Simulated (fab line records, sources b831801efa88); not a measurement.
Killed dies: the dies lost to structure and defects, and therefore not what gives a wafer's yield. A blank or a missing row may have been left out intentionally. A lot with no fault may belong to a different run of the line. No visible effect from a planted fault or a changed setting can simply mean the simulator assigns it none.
fab line records | flow gf180mcu
[record] lots = 14 | wafers = 42 | lastDay = 34
route steps=602 shown SALICIDE@282 CONTACT@290 M1@319
lots that met no fault: from a run of the same line without faults
startH: hours from the record's opening day to when the first of the lot's shown wafers began | waitH: hours from the lot's prior step to this one | " as in the row above | L1.1+2: a single row standing in for several wafers | - value missing, or start not given | * or withheld: withheld | < > ~ a bound
route shown NAME@n: names a module that has steps shown in the file, with the first one's number in the route | usual: mean and standard deviation over wafers with no fault | same: alike in all rows | chamber/n: place in a boat | sites: each site's reading | _std_site: standard deviation of those values | _edge_site: outer sites' mean less inner sites' | radiusMm: how far each site lies from the wafer's centre | mask NAME#n: copy n | behind: the tool/chamber that last shaped the wafer | hold: why the lot went on hold/how many hours it stayed there/how the hold came to an end | device: which transistor (n, p or np) failed to switch | end of line: at the end of the route, the tests of the same wafers | step lacking rows: just its recipe | killed: at the first sort, the dies lost to defects and structure; wafer yield is something else | map: shows each die of a wafer: x if killed, . if not, _ if none is there
set.NAME: the setting as run; set.NAME@STEP: as run at that earlier step | model.NAME: the simulator's own value behind a step, which no gauge read
the route's steps for a sample of lots (tables are steps, rows are wafers)
services: the hour from which a tool's chamber was out of use, counted from the record's first day as startH (under 0 if before that day), plus the number of hours and why
[[steps]]
[step GF_SALICIDE_RS_MEAS_04]
[recipe] thkMeasGauge = four-point-probe | reads = TiN_of_SALICIDE_SPUTTER_03+Co_of_SALICIDE_SPUTTER_02
[usual] SALICIDE_TIN_RS = 16.4/0.33
lot.wafer | tool         | chamber | startH | waitH | SALICIDE_TIN_RS[ohm/sq]
L339.3    | filmMetro-03 | -       | 332.84 | 0.1   | 16.7
L339.4    | "            | -       | "      | "     | 16.7
L339.6    | "            | -       | "      | "     | 16.7
L340.3    | filmMetro-04 | -       | 349.95 | 0.1   | 16.2
L340.4    | "            | -       | "      | "     | 16.1
L340.5    | "            | -       | "      | "     | 16.0
L342.1    | filmMetro-03 | -       | 363.61 | 0.0   | 17.0
L342.3    | "            | -       | "      | "     | 16.8
L342.6    | "            | -       | "      | "     | 16.9
L343.2    | filmMetro-04 | -       | 381.39 | 0.0   | 16.5
L343.3    | "            | -       | "      | "     | 16.7
L343.4    | "            | -       | "      | "     | 16.2
L344.3    | filmMetro-03 | -       | 390.30 | 0.1   | 16.0
L344.5    | "            | -       | "      | "     | 16.0
L344.6    | "            | -       | "      | "     | 16.1
L345.1    | filmMetro-01 | -       | 402.88 | 0.0   | 16.2
L345.2    | "            | -       | "      | "     | 16.2
L345.3    | "            | -       | "      | "     | 16.0
L347.1    | filmMetro-01 | -       | 412.27 | 0.0   | 16.2
L347.2    | "            | -       | "      | "     | 16.0
L347.3    | "            | -       | "      | "     | 16.2
L348.3    | filmMetro-03 | -       | 420.71 | 0.4   | 15.9
L348.5    | "            | -       | "      | "     | 16.0
L348.6    | "            | -       | "      | "     | 15.9
L350.1    | filmMetro-04 | -       | 441.61 | 0.0   | 16.4
L350.4    | "            | -       | "      | "     | 16.4
L350.6    | "            | -       | "      | "     | 16.1
L357.1    | filmMetro-03 | -       | 497.27 | 0.0   | 16.5
L357.2    | "            | -       | "      | "     | 16.7
L357.5    | "            | -       | "      | "     | 16.5
L358.3    | filmMetro-04 | -       | 506.53 | 0.1   | 16.4
L358.4    | "            | -       | "      | "     | 16.5
L358.6    | "            | -       | "      | "     | 16.7
L359.3    | filmMetro-01 | -       | 512.56 | 0.1   | 16.1
L359.4    | "            | -       | "      | "     | 16.2
L359.5    | "            | -       | "      | "     | 16.3
L360.2    | filmMetro-03 | -       | 520.63 | 0.0   | 16.8
L360.3    | "            | -       | "      | "     | 16.9
L360.4    | "            | -       | "      | "     | 17.2
L362.1    | filmMetro-04 | -       | 532.87 | 0.0   | 16.3
L362.2    | "            | -       | "      | "     | 16.1
L362.6    | "            | -       | "      | "     | 16.5
[step GF_CONTACT_THK_MEAS_03]
[recipe] reads = SiO2_of_CONTACT_CVD_02
[usual] CONTACT_CVD_02_THK = 858/11
lot.wafer | tool         | chamber | startH | waitH | CONTACT_CVD_02_THK[nm]
L339.3    | filmMetro-03 | -       | 333.57 | 0.1   | 861
L339.4    | "            | -       | "      | "     | 867
L339.6    | "            | -       | "      | "     | 862
L340.3    | filmMetro-03 | -       | 350.59 | 0.1   | 831
L340.4    | "            | -       | "      | "     | 842
L340.5    | "            | -       | "      | "     | 862
L342.1    | filmMetro-04 | -       | 364.26 | 0.0   | 843
L342.3    | "            | -       | "      | "     | 849
L342.6    | "            | -       | "      | "     | 861
L343.2    | filmMetro-02 | -       | 382.02 | 0.0   | 855
L343.3    | "            | -       | "      | "     | 847
L343.4    | "            | -       | "      | "     | 873
L344.3    | filmMetro-03 | -       | 390.98 | 0.1   | 863
L344.5    | "            | -       | "      | "     | 860
L344.6    | "            | -       | "      | "     | 865
L345.1    | filmMetro-03 | -       | 403.52 | 0.0   | 864
L345.2    | "            | -       | "      | "     | 863
L345.3    | "            | -       | "      | "     | 848
L347.1    | filmMetro-03 | -       | 412.91 | 0.0   | 860
L347.2    | "            | -       | "      | "     | 856
L347.3    | "            | -       | "      | "     | 852
L348.3    | filmMetro-03 | -       | 421.35 | 0.1   | 829
L348.5    | "            | -       | "      | "     | 857
L348.6    | "            | -       | "      | "     | 860
L350.1    | filmMetro-04 | -       | 442.27 | 0.0   | 850
L350.4    | "            | -       | "      | "     | 861
L350.6    | "            | -       | "      | "     | 860
L357.1    | filmMetro-04 | -       | 497.91 | 0.0   | 871
L357.2    | "            | -       | "      | "     | 851
L357.5    | "            | -       | "      | "     | 875
L358.3    | filmMetro-02 | -       | 507.16 | 0.1   | 842
L358.4    | "            | -       | "      | "     | 849
L358.6    | "            | -       | "      | "     | 858
L359.3    | filmMetro-04 | -       | 513.20 | 0.1   | 854
L359.4    | "            | -       | "      | "     | 880
L359.5    | "            | -       | "      | "     | 869
L360.2    | filmMetro-03 | -       | 521.36 | 0.0   | 856
L360.3    | "            | -       | "      | "     | 851
L360.4    | "            | -       | "      | "     | 857
L362.1    | filmMetro-03 | -       | 533.52 | 0.0   | 863
L362.2    | "            | -       | "      | "     | 862
L362.6    | "            | -       | "      | "     | 884
[step GF_CONTACT_ETCH_16]
[recipe] chemistry = N2/H2 | targetDepthA = withheld | overetchA = withheld | timeS = withheld | target = BARC | ionEnergyEv = 200 | sourceW = 500 | biasW = 100 | pressureMtorr = 30 | n2FlowSccm = 100 | h2FlowSccm = 200
[usual] drypumpMotorCurrentA = 5.8/0.36 | oesProductAu = 0.855/0.0047 | throttleValvePct = 13.224/0.0094
lot.wafer | tool       | chamber | startH | waitH | drypumpMotorCurrentA | oesProductAu | throttleValvePct
L339.3    | rieDiel-03 | 3       | 356.21 | 0.0   | 5.3                  | 0.850        | 13.230
L339.4    | "          | 1       | "      | "     | 5.4                  | 0.853        | 13.228
L339.6    | "          | 1       | "      | "     | 5.4                  | 0.859        | 13.213
L340.3    | rieDiel-02 | 1       | 373.68 | 0.0   | 6.6                  | 0.851        | 13.233
L340.4    | "          | 0       | "      | "     | 5.6                  | 0.860        | 13.227
L340.5    | "          | 1       | "      | "     | 6.6                  | 0.856        | 13.224
L342.1    | rieDiel-01 | 0       | 387.41 | 0.0   | 6.0                  | 0.857        | 13.199
L342.3    | "          | 1       | "      | "     | 5.3                  | 0.851        | 13.226
L342.6    | "          | 1       | "      | "     | 5.3                  | 0.852        | 13.245
L343.2    | rieDiel-03 | 1       | 409.68 | 0.0   | 5.4                  | 0.849        | 13.223
L343.3    | "          | 0       | "      | "     | 6.0                  | 0.852        | 13.223
L343.4    | "          | 2       | "      | "     | 5.6                  | 0.851        | 13.222
L344.3    | rieDiel-01 | 0       | 415.20 | 0.0   | 6.0                  | 0.852        | 13.228
L344.5    | "          | 0       | "      | "     | 6.0                  | 0.855        | 13.241
L344.6    | "          | 2       | "      | "     | 5.8                  | 0.858        | 13.236
L345.1    | rieDiel-01 | 2       | 427.71 | 0.0   | 5.7                  | 0.859        | 13.218
L345.2    | "          | 0       | "      | "     | 5.9                  | 0.862        | 13.225
L345.3    | "          | 1       | "      | "     | 5.3                  | 0.847        | 13.239
L347.1    | rieDiel-01 | 2       | 437.88 | 0.0   | 5.7                  | 0.855        | 13.219
L347.2    | "          | 0       | "      | "     | 5.9                  | 0.856        | 13.226
L347.3    | "          | 1       | "      | "     | 5.2                  | 0.854        | 13.225
L348.3    | rieDiel-03 | 0       | 446.46 | 0.0   | 6.1                  | 0.864        | 13.222
L348.5    | "          | 1       | "      | "     | 5.4                  | 0.855        | 13.212
L348.6    | "          | 0       | "      | "     | 6.0                  | 0.856        | 13.231
L350.1    | rieDiel-02 | 2       | 467.26 | 0.0   | 6.3                  | 0.863        | 13.225
L350.4    | "          | 1       | "      | "     | 6.6                  | 0.852        | 13.227
L350.6    | "          | 1       | "      | "     | 6.6                  | 0.863        | 13.229
L357.1    | rieDiel-03 | 1       | 522.16 | 0.0   | 5.4                  | 0.853        | 13.216
L357.2    | "          | 3       | "      | "     | 5.3                  | 0.851        | 13.211
L357.5    | "          | 0       | "      | "     | 6.0                  | 0.846        | 13.212
L358.3    | rieDiel-02 | 1       | 531.41 | 0.0   | 6.6                  | 0.860        | 13.197
L358.4    | "          | 1       | "      | "     | 6.6                  | 0.849        | 13.238
L358.6    | "          | 2       | "      | "     | 6.3                  | 0.853        | 13.218
L359.3    | rieDiel-01 | 0       | 537.61 | 0.0   | 5.9                  | 0.864        | 13.228
L359.4    | "          | 3       | "      | "     | 5.9                  | 0.856        | 13.230
L359.5    | "          | 2       | "      | "     | 5.8                  | 0.868        | 13.241
L360.2    | rieDiel-03 | 2       | 543.71 | 0.0   | 5.7                  | 0.859        | 13.211
L360.3    | "          | 3       | "      | "     | 5.2                  | 0.852        | 13.235
L360.4    | "          | 0       | "      | "     | 6.1                  | 0.855        | 13.224
L362.1    | rieDiel-03 | 1       | 556.18 | 0.0   | 5.4                  | 0.843        | 13.212
L362.2    | "          | 2       | "      | "     | 5.6                  | 0.861        | 13.220
L362.6    | "          | 1       | "      | "     | 5.4                  | 0.856        | 13.232
[step GF_M1_SPUTTER_04]
[recipe] material = TiN | targetThkNm = 50 | powerW = 6500 | timeS = 41.7 | chamberPressurePa = 0.4
[usual] cathodeDcPowerW = 6500.0/1.2 | chamberPressurePa = 0.3999/0.00092 | throttleValvePct = 30.0/0.76
lot.wafer | tool          | chamber | startH | waitH | cathodeDcPowerW | chamberPressurePa | throttleValvePct
L339.3    | pvdSputter-02 | -       | 357.54 | 0.0   | 6499.5          | 0.3990            | 29.3
L339.4    | "             | -       | "      | "     | 6498.8          | 0.3997            | 30.6
L339.6    | "             | -       | "      | "     | 6499.2          | 0.3987            | 30.8
L340.3    | pvdSputter-03 | -       | 375.01 | 0.0   | 6501.4          | 0.3975            | 29.3
L340.4    | "             | -       | "      | "     | 6499.7          | 0.3990            | 30.5
L340.5    | "             | -       | "      | "     | 6500.2          | 0.3986            | 29.0
L342.1    | pvdSputter-02 | -       | 388.91 | 0.0   | 6499.1          | 0.3994            | 29.4
L342.3    | "             | -       | "      | "     | 6499.4          | 0.3991            | 28.9
L342.6    | "             | -       | "      | "     | 6497.7          | 0.3998            | 28.8
L343.2    | pvdSputter-01 | -       | 411.18 | 0.0   | 6502.2          | 0.3992            | 30.4
L343.3    | "             | -       | "      | "     | 6499.6          | 0.4007            | 28.9
L343.4    | "             | -       | "      | "     | 6499.4          | 0.3989            | 30.6
L344.3    | pvdSputter-02 | -       | 416.54 | 0.0   | 6500.2          | 0.3989            | 29.6
L344.5    | "             | -       | "      | "     | 6500.7          | 0.4013            | 28.9
L344.6    | "             | -       | "      | "     | 6500.8          | 0.3981            | 29.7
L345.1    | pvdSputter-02 | -       | 429.04 | 0.0   | 6500.1          | 0.4009            | 30.8
L345.2    | "             | -       | "      | "     | 6500.1          | 0.4005            | 29.5
L345.3    | "             | -       | "      | "     | 6502.6          | 0.3998            | 29.6
L347.1    | pvdSputter-01 | -       | 439.22 | 0.0   | -               | -                 | -
L347.2    | "             | -       | "      | "     | -               | -                 | -
L347.3    | "             | -       | "      | "     | -               | -                 | -
L348.3    | pvdSputter-01 | -       | 447.80 | 0.0   | -               | -                 | -
L348.5    | "             | -       | "      | "     | -               | -                 | -
L348.6    | "             | -       | "      | "     | -               | -                 | -
L350.1    | pvdSputter-01 | -       | 468.59 | 0.0   | 6500.4          | 0.3996            | 30.9
L350.4    | "             | -       | "      | "     | 6499.4          | 0.4017            | 29.4
L350.6    | "             | -       | "      | "     | 6501.2          | 0.4010            | 31.0
L357.1    | pvdSputter-03 | -       | 523.50 | 0.0   | 6501.7          | 0.4010            | 30.7
L357.2    | "             | -       | "      | "     | 6501.0          | 0.3995            | 30.8
L357.5    | "             | -       | "      | "     | 6499.8          | 0.4007            | 30.8
L358.3    | pvdSputter-02 | -       | 532.84 | 0.0   | 6498.3          | 0.4017            | 29.9
L358.4    | "             | -       | "      | "     | 6499.0          | 0.3996            | 30.9
L358.6    | "             | -       | "      | "     | 6499.8          | 0.3998            | 31.0
L359.3    | pvdSputter-02 | -       | 538.94 | 0.0   | 6500.4          | 0.4015            | 29.6
L359.4    | "             | -       | "      | "     | 6500.3          | 0.4010            | 31.0
L359.5    | "             | -       | "      | "     | 6501.0          | 0.4012            | 29.8
L360.2    | pvdSputter-03 | -       | 545.03 | 0.0   | 6498.7          | 0.3995            | 30.9
L360.3    | "             | -       | "      | "     | 6502.5          | 0.4009            | 29.6
L360.4    | "             | -       | "      | "     | 6501.7          | 0.3996            | 30.5
L362.1    | pvdSputter-01 | -       | 557.52 | 0.0   | 6499.8          | 0.3987            | 30.8
L362.2    | "             | -       | "      | "     | 6499.4          | 0.4012            | 30.6
L362.6    | "             | -       | "      | "     | 6501.1          | 0.3987            | 30.5
[step GF_M1_THK_MEAS_06]
[recipe] thkMeasGauge = xrf | reads = AlCu_of_M1_SPUTTER_02
[usual] M1_ALCU_THK = 453/6.2
lot.wafer | tool         | chamber | startH | waitH | M1_ALCU_THK[nm]
L339.3    | filmMetro-01 | -       | 357.72 | 0.1   | 448
L339.4    | "            | -       | "      | "     | 444
L339.6    | "            | -       | "      | "     | 446
L340.3    | filmMetro-03 | -       | 375.19 | 0.1   | 459
L340.4    | "            | -       | "      | "     | 460
L340.5    | "            | -       | "      | "     | 457
L342.1    | filmMetro-03 | -       | 389.07 | 0.1   | 455
L342.3    | "            | -       | "      | "     | 452
L342.6    | "            | -       | "      | "     | 454
L343.2    | filmMetro-01 | -       | 411.35 | 0.1   | 447
L343.3    | "            | -       | "      | "     | 445
L343.4    | "            | -       | "      | "     | 445
L344.3    | filmMetro-03 | -       | 416.72 | 0.1   | 455
L344.5    | "            | -       | "      | "     | 453
L344.6    | "            | -       | "      | "     | 454
L345.1    | filmMetro-03 | -       | 429.20 | 0.1   | 454
L345.2    | "            | -       | "      | "     | 453
L345.3    | "            | -       | "      | "     | 452
L347.1    | filmMetro-02 | -       | 439.38 | 0.1   | 493
L347.2    | "            | -       | "      | "     | 488
L347.3    | "            | -       | "      | "     | 492
L348.3    | filmMetro-02 | -       | 447.98 | 0.1   | 499
L348.5    | "            | -       | "      | "     | 494
L348.6    | "            | -       | "      | "     | 498
L350.1    | filmMetro-02 | -       | 468.75 | 0.1   | 442
L350.4    | "            | -       | "      | "     | 440
L350.6    | "            | -       | "      | "     | 446
L357.1    | filmMetro-03 | -       | 523.66 | 0.1   | 457
L357.2    | "            | -       | "      | "     | 462
L357.5    | "            | -       | "      | "     | 454
L358.3    | filmMetro-02 | -       | 533.02 | 0.1   | 455
L358.4    | "            | -       | "      | "     | 455
L358.6    | "            | -       | "      | "     | 458
L359.3    | filmMetro-03 | -       | 539.12 | 0.1   | 462
L359.4    | "            | -       | "      | "     | 462
L359.5    | "            | -       | "      | "     | 467
L360.2    | filmMetro-03 | -       | 545.20 | 0.1   | 454
L360.3    | "            | -       | "      | "     | 454
L360.4    | "            | -       | "      | "     | 454
L362.1    | filmMetro-01 | -       | 557.70 | 0.1   | 446
L362.2    | "            | -       | "      | "     | 446
L362.6    | "            | -       | "      | "     | 449
[[services]]
tool          | chamber | startH | hours | kind
rieDiel-02    | -       | 336.10 | 4.3   | pm
pvdSputter-03 | -       | 367.86 | 0.7   | repair
rieDiel-03    | 0       | 373.56 | -     | clean
rieDiel-03    | 0       | 373.56 | 18.4  | scheduledDown
rieDiel-03    | 0       | 373.56 | 18.4  | ventCycle
rieDiel-03    | -       | 374.00 | 1.3   | repair
rieDiel-02    | 0       | 384.43 | 3.8   | repair
pvdSputter-03 | -       | 388.63 | 5.8   | repair
pvdSputter-01 | -       | 398.24 | 4.9   | repair
rieDiel-01    | 1       | 406.14 | 10.1  | repair
rieDiel-01    | -       | 415.85 | 2.8   | pm
rieDiel-03    | 0       | 421.29 | 8.3   | repair
pvdSputter-03 | -       | 426.83 | 0.5   | repair
rieDiel-03    | 3       | 429.80 | 70.1  | repair
rieDiel-01    | 1       | 443.51 | 5.6   | repair
rieDiel-01    | 3       | 448.27 | 5.2   | repair
rieDiel-03    | 2       | 455.40 | 10.7  | repair
rieDiel-03    | 1       | 465.68 | 6.6   | repair
pvdSputter-02 | -       | 497.27 | 4.7   | repair
pvdSputter-03 | -       | 524.32 | 4.7   | repair
rieDiel-03    | 3       | 528.27 | 15.3  | repair
rieDiel-03    | -       | 531.05 | 2.8   | pm
pvdSputter-01 | -       | 533.30 | 1.1   | repair
rieDiel-03    | 2       | 541.76 | 1.9   | repair
[[key]]
[firstSign] step = GF_M1_SPUTTER_04 | reading = toolRecord | direction = missing
[effect] step = GF_M1_THK_MEAS_06 | reading = M1_ALCU_THK | direction = up | sigmas = 6.5 | usual = 453 | struck = 494
metAt GF_M1_SPUTTER_04
struckLots L347,L348
laterRowsLeftOut L347.1,L347.2,L347.3,L348.3,L348.5,L348.6
sortLeftOut L347.1,L347.2,L347.3,L348.3,L348.5,L348.6
notActingAt GF_SALICIDE_RS_MEAS_04,GF_CONTACT_THK_MEAS_03,GF_CONTACT_ETCH_16
onsetBetween 411.18 439.22
[fault] kind = skippedStepWhole | tool = pvdSputter-01 | chamber = - | onsetH = 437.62 | steps = GF_M1_SPUTTER_04 | scope = struckLotsOnly
// sortLeftOut: the simulated sort isn't trusted on such a fault, so these wafers' sort isn't shown, and their yield isn't known
// laterRowsLeftOut: the simulator's readings of these wafers behind a module that went badly wrong aren't trusted and aren't shown, but for the sort
